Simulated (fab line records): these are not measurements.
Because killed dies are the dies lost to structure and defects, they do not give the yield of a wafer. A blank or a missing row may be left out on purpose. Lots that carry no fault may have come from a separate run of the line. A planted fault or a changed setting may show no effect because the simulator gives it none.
8D (eight disciplines) problem report, filled in by code -- flow sky130 -- the parts of the form that need people (team, actions taken, sign-off) are left out

1. WHAT WENT WRONG
Wafers free of any fault read 1176 nm (standard deviation 11) for VIA2_HDPCVD_THK at SKY_VIA2_THK_MEAS_01, against a mean of 1773 nm on 6 wafers of 2 lots. That is +54 standard deviations from the usual mean.
First seen on wafer L749.1, day 39 18:41, on film_metro-02. At this step, 36 wafers from 12 lots have a number in the record. By rule, "out" or "out of limits" means more than 4 standard deviations away from the usual mean. Any other wafer with a number is counted as sound.

2. WHAT IT IS; WHAT IT IS NOT
question,is,is not
which readings at this step,VIA2_HDPCVD_THK,-
which lots,"L749, L751","L737, L738, L740, L741, L743, L746, L748, L750, L753, L760"
which wafers of those lots,all that have a number,-
read on which gauges,film_metro-02,"film_metro-01, film_metro-04"
when,from day 39 18:41,"up to then (21 sound wafers); but 9 sound wafers of L750, L753, L760 came after"

3. THE SUSPECTS, EACH WITH WHAT RULES IT OUT
Counting: a tool stays on the suspect list if, at a process step up to the reading, it processed all lots that are out and no sound lot following the first of them.
- the gauge at SKY_VIA2_THK_MEAS_01 has been ruled out. All the wafers that are out were read on film_metro-02, but those of them that SKY_VIA2_HDPCVD_00 has rows for are out there too, on other tools.
- rie_diel-03 at SKY_VIA1_ETCH_14 (etches BARC in N2/H2, stops on SiO2, time 45.9 s, target depth 60 nm): ruled out as a lasting fault. Following L749 (day 38 14:52), the first lot on it that is out, the sound lots L753 were run on it.
- hdpcvd-01 at SKY_VIA2_HDPCVD_00 (deposits SiO2, target thk 1180 nm, time 196.7 s): kept. It ran every lot that is out, first L749 (day 39 18:33), and no sound lot after that; its last sound lot up to then is L748 (day 39 15:58). Its own readings are out on those wafers: sih4_flow_sccm.
The count leaves hdpcvd-01 at SKY_VIA2_HDPCVD_00.

4. THE CAUSE (what the simulator had put in)
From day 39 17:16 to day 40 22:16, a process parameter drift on hdpcvd-01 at SKY_VIA2_HDPCVD_00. Setting sih4_flow_sccm shifted by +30 from 60. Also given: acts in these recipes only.
After counting, this tool was the only one left.

5. THE CHAIN OF EFFECTS, in route order
Rows list readings where the struck wafers' mean (over those with a number) sits beyond 3 standard deviations from the usual. Scope: only readings with a usual standard deviation given in the record; hours: median across lots of the time from each lot's start at the first step in this table that gives one to its start at this step; sigmas: change in usual standard deviations.
hours,step,reading,usual,on struck wafers,change,sigmas
0,SKY_VIA2_HDPCVD_00,sih4_flow_sccm,60.03 sccm,90.02,+29.99,+99 or more
0,SKY_VIA2_THK_MEAS_01,VIA2_HDPCVD_THK,1176 nm,1773,+597,+54
Process steps it contains:
- SKY_VIA2_HDPCVD_00: deposits SiO2, target thk 1180 nm, time 196.7 s.
Later steps that measure or inspect, where all struck wafers having a row at the step show a number for every such reading and not one has moved that far: SKY_VIA2_OVL_MEAS_13.

6. HOW IT WOULD HAVE BEEN CAUGHT EARLIER
In this record the first reading out of limits at a measuring or inspecting step was taken at day 39 18:41, 1 hour after the fault began at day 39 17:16.
At SKY_VIA2_HDPCVD_00, the tool's own readings (sih4_flow_sccm) were out on each struck wafer the step has a row for, so an alarm limit on them would have fired on the first such wafer.
L751, from the lots that are out (2), started SKY_VIA2_HDPCVD_00 on hdpcvd-01 later than day 39 18:41. A tool hold placed at that time would have kept it from harm.
